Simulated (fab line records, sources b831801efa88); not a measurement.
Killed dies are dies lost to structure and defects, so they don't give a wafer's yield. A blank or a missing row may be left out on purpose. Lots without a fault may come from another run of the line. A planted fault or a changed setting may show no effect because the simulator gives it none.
Problem report in the 8D (eight disciplines) form, filled by code | flow gf180mcu | the parts of the form that need people (team, actions taken, sign-off) are left out

1. THE PROBLEM
cd_nm at GF_V2_CD_MEAS_14 reads a mean of 249.5 nm on 6 wafers of 2 lots; wafers without a fault read 260.0 nm with a standard deviation of 1.3. That is -8.1 standard deviations from the usual mean.
The step: target cd 260 nm.
First seen on wafer L331.1, day 25 17:14, on cd_sem-02. The record holds 39 wafers of 13 lots with a number at this step. Rule for "out", or "out of limits": more than 4 standard deviations from the usual mean. The other wafers with a number count as sound.

2. WHAT IT IS AND WHAT IT IS NOT
question                    | is                     | is not
which readings at this step | cd_nm                  | -
which lots                  | L331, L333             | L316, L318, L320, L323, L324, L325, L326, L330, L337, L338, L339
which wafers of those lots  | all that have a number | -
read on which gauges        | cd_sem-02              | cd_sem-01
when                        | from day 25 17:14      | up to then (24 sound wafers); but 9 sound wafers of L337, L338, L339 came after

3. SUSPECTS, AND WHAT RULES EACH OUT
Counting: a tool at a process step up to the reading stays a suspect if it ran every lot that is out and no sound lot after the first of them.
- the gauge at GF_V2_CD_MEAS_14: ruled out. All the wafers that are out were read on cd_sem-02, but those of them that GF_V2_SOFTBAKE_10 has rows for are out there too, on other tools.
- litho_track-04 at GF_V2_SOFTBAKE_10 (time 60 s): kept. It ran every lot that is out, first L331 (day 25 06:00), and no sound lot after that; its last sound lot up to then is L330 (day 24 18:00). Its own readings are out on those wafers: heater_power_total_W, run_length_s.
Left after counting: litho_track-04 at GF_V2_SOFTBAKE_10.

4. THE CAUSE (what the simulator had put in)
Process parameter drift: litho_track-04, from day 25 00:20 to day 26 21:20, at GF_V2_SOFTBAKE_10. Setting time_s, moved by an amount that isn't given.
Counting left only this tool.

5. THE CHAIN OF EFFECTS, in route order
Each row: a reading whose mean over the struck wafers that have a number lies more than 3 standard deviations from the usual. Only readings for which the record gives a usual standard deviation are gone through. hours: the time from each lot's start at the first step in this table that gives one to its start at this step, as a median over the lots. sigmas: the change in usual standard deviations.
hours | step              | reading              | usual    | on struck wafers | change | sigmas
0     | GF_V2_SOFTBAKE_10 | heater_power_total_W | 93.05 W  | 116.01           | +22.96 | +99 or more
0     | GF_V2_SOFTBAKE_10 | run_length_s         | 89.24 s  | 58.98            | -30.25 | -99 or more
11    | GF_V2_CD_MEAS_14  | cd_nm                | 260.0 nm | 249.5            | -10.5  | -8.1
The process steps in it:
- GF_V2_SOFTBAKE_10: time 60 s.

6. WHAT WOULD HAVE CAUGHT IT SOONER
In this record the first reading out of limits at a measuring or inspecting step was taken at day 25 17:14, 17 hours after the fault began at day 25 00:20.
The tool's own readings at GF_V2_SOFTBAKE_10 were out on every struck wafer that the step has a row for (heater_power_total_W, run_length_s): an alarm limit on them would have fired on the first of those.
Of the lots that are out (2), L333 began GF_V2_SOFTBAKE_10 on litho_track-04 after day 25 17:14. A hold on the tool at that time would have spared it.
